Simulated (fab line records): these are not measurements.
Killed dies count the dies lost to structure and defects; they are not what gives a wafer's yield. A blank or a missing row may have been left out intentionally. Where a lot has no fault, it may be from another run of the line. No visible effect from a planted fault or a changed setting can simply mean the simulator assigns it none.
Tool commonality check :: flow gf180mcu :: 12 lots, 36 wafers sampled

## WHAT PROMPTED THE OPENING
GF_VT_IMPLANT_RS_MEAS_46, reading MVSD_RS: flagged on 2 of 12 lots. Wafers without a fault read 456.7 ohm/sq, standard deviation 1.3.
Rule: a lot gets a flag if all its wafers with a number sit over 4 standard deviations from that mean, or if no wafer of it has a number. The other lots count as sound.

lot: L934
measured: day 7 11:33
on: filmMetro-02
MVSD_RS (ohm/sq), wafer by wafer: 458.6 457.5 457.8
flag: 

lot: L935
measured: day 7 20:07
on: filmMetro-03
MVSD_RS (ohm/sq), wafer by wafer: 456.9 457.0 457.5
flag: 

lot: L938
measured: day 8 18:14
on: filmMetro-02
MVSD_RS (ohm/sq), wafer by wafer: 456.6 455.5 457.1
flag: 

lot: L940
measured: day 9 08:43
on: filmMetro-03
MVSD_RS (ohm/sq), wafer by wafer: 456.8 456.6 458.2
flag: 

lot: L943
measured: day 10 04:33
on: filmMetro-03
MVSD_RS (ohm/sq), wafer by wafer: 457.5 456.3 456.1
flag: 

lot: L944
measured: day 10 10:28
on: filmMetro-02
MVSD_RS (ohm/sq), wafer by wafer: 456.0 456.5 457.8
flag: 

lot: L945
measured: day 10 16:52
on: filmMetro-02
MVSD_RS (ohm/sq), wafer by wafer: 455.9 455.7 455.6
flag: 

lot: L949
measured: day 11 17:43
on: filmMetro-03
MVSD_RS (ohm/sq), wafer by wafer: 457.6 455.7 457.7
flag: 

lot: L950
measured: day 12 02:44
on: filmMetro-04
MVSD_RS (ohm/sq), wafer by wafer: 418.5 418.6 417.6
flag: FLAGGED

lot: L951
measured: day 12 08:04
on: filmMetro-02
MVSD_RS (ohm/sq), wafer by wafer: 457.8 457.3 458.3
flag: 

lot: L952
measured: day 12 13:02
on: filmMetro-04
MVSD_RS (ohm/sq), wafer by wafer: 421.1 419.8 419.4
flag: FLAGGED

lot: L957
measured: day 14 00:37
on: filmMetro-04
MVSD_RS (ohm/sq), wafer by wafer: 455.0 454.8 455.6
flag: 
The numbers of the flagged lots are 419.2 ohm/sq on average: -37.5 ohm/sq against the usual, or -29 standard deviations.

## WHICH TOOL RAN EACH LOT
The record holds 2 process steps before the reading, out of a route of 602 steps. Every cell lists first the tool, next ch and the chambers used by the sampled wafers, and last the start.
lot: L934
flag: 
GF_MVSD_IMPLANT_08: implanter-02 ch 0, day 4 08:34
GF_VT_IMPLANT_STRIP_09: plasmaAsher-01 ch 0,1, day 5 13:31

lot: L935
flag: 
GF_MVSD_IMPLANT_08: implanter-02 ch 0, day 4 15:01
GF_VT_IMPLANT_STRIP_09: plasmaAsher-01 ch 0,1, day 5 20:10

lot: L938
flag: 
GF_MVSD_IMPLANT_08: implanter-03 ch 0, day 5 08:40
GF_VT_IMPLANT_STRIP_09: plasmaAsher-02 ch 0, day 6 15:56

lot: L940
flag: 
GF_MVSD_IMPLANT_08: implanter-03 ch 0, day 5 22:40
GF_VT_IMPLANT_STRIP_09: plasmaAsher-02 ch 0,1, day 7 07:11

lot: L943
flag: 
GF_MVSD_IMPLANT_08: implanter-04 ch 0, day 6 16:08
GF_VT_IMPLANT_STRIP_09: plasmaAsher-04 ch 0,1, day 8 01:08

lot: L944
flag: 
GF_MVSD_IMPLANT_08: implanter-02 ch 0, day 6 22:50
GF_VT_IMPLANT_STRIP_09: plasmaAsher-02 ch 0,1, day 8 06:46

lot: L945
flag: 
GF_MVSD_IMPLANT_08: implanter-03 ch 0, day 7 03:55
GF_VT_IMPLANT_STRIP_09: plasmaAsher-04 ch 0,1, day 8 12:38

lot: L949
flag: 
GF_MVSD_IMPLANT_08: implanter-04 ch 0, day 8 01:56
GF_VT_IMPLANT_STRIP_09: plasmaAsher-02 ch 0,1, day 9 12:16

lot: L950
flag: FLAGGED
GF_MVSD_IMPLANT_08: implanter-03 ch 0, day 8 09:08
GF_VT_IMPLANT_STRIP_09: plasmaAsher-04 ch 0,1, day 9 19:48

lot: L951
flag: 
GF_MVSD_IMPLANT_08: implanter-04 ch 0, day 8 13:58
GF_VT_IMPLANT_STRIP_09: plasmaAsher-02 ch 0,1, day 10 00:19

lot: L952
flag: FLAGGED
GF_MVSD_IMPLANT_08: implanter-03 ch 0, day 8 18:34
GF_VT_IMPLANT_STRIP_09: plasmaAsher-02 ch 0,1, day 10 05:14

lot: L957
flag: 
GF_MVSD_IMPLANT_08: implanter-02 ch 0, day 10 00:35
GF_VT_IMPLANT_STRIP_09: plasmaAsher-01 ch 0,1, day 11 13:23
What is done by these steps:
- GF_MVSD_IMPLANT_08
- GF_VT_IMPLANT_STRIP_09: strips in O2/N2.
- GF_VT_IMPLANT_RS_MEAS_46: measures by four-point-probe.

## FLAGGED AGAINST TOTAL, ONE TOOL AT A TIME (gauges that did the reading follow at the end)
step: GF_MVSD_IMPLANT_08
tool: implanter-02
lots run: 4
flagged: 0
share of the flagged lots: none
sound lots run after its first flagged lot: -

step: GF_MVSD_IMPLANT_08
tool: implanter-03
lots run: 5
flagged: 2
share of the flagged lots: all
sound lots run after its first flagged lot: 0

step: GF_MVSD_IMPLANT_08
tool: implanter-04
lots run: 3
flagged: 0
share of the flagged lots: none
sound lots run after its first flagged lot: -

step: GF_VT_IMPLANT_STRIP_09
tool: plasmaAsher-01
lots run: 3
flagged: 0
share of the flagged lots: none
sound lots run after its first flagged lot: -

step: GF_VT_IMPLANT_STRIP_09
tool: plasmaAsher-02
lots run: 6
flagged: 1
share of the flagged lots: some
sound lots run after its first flagged lot: 0

step: GF_VT_IMPLANT_STRIP_09
tool: plasmaAsher-04
lots run: 3
flagged: 1
share of the flagged lots: some
sound lots run after its first flagged lot: 0

step: GF_VT_IMPLANT_RS_MEAS_46
tool: filmMetro-02
lots run: 5
flagged: 0
share of the flagged lots: none
sound lots run after its first flagged lot: -

step: GF_VT_IMPLANT_RS_MEAS_46
tool: filmMetro-03
lots run: 4
flagged: 0
share of the flagged lots: none
sound lots run after its first flagged lot: -

step: GF_VT_IMPLANT_RS_MEAS_46
tool: filmMetro-04
lots run: 3
flagged: 2
share of the flagged lots: all
sound lots run after its first flagged lot: 1 (L957)

## WHAT IS ALLOWED BY THE TABLE
implanter-03 at GF_MVSD_IMPLANT_08 and filmMetro-04 at GF_VT_IMPLANT_RS_MEAS_46 are the 2 rows of the table that ran each flagged lot.
- implanter-03 at GF_MVSD_IMPLANT_08 ran 5 lots, 2 of them flagged. It ran its last sound lot, L945, at day 7 03:55 and its first flagged lot, L950, at day 8 09:08: a fault with its onset between the two fits. Its own readings (beamOnS, endStationPressureTorr, faradayCurrentUA) fall more than 4 standard deviations out on all wafers of the flagged lots.
- filmMetro-04 at GF_VT_IMPLANT_RS_MEAS_46 ran 3 lots, 2 of them flagged. Sound lots followed the first flagged one (L957) on it, something a lasting fault affecting the whole tool could not allow.
One tool is left: implanter-03 at GF_MVSD_IMPLANT_08.

## WHAT HAD BEEN PUT IN BY THE SIMULATOR
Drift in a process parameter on implanter-03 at GF_MVSD_IMPLANT_08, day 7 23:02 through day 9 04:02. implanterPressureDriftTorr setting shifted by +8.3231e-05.
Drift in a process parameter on implanter-03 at GF_MVSD_IMPLANT_08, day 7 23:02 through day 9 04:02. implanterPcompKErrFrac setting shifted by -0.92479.
Shown lots that were struck: L950, L952. The rule given above showed the same thing.
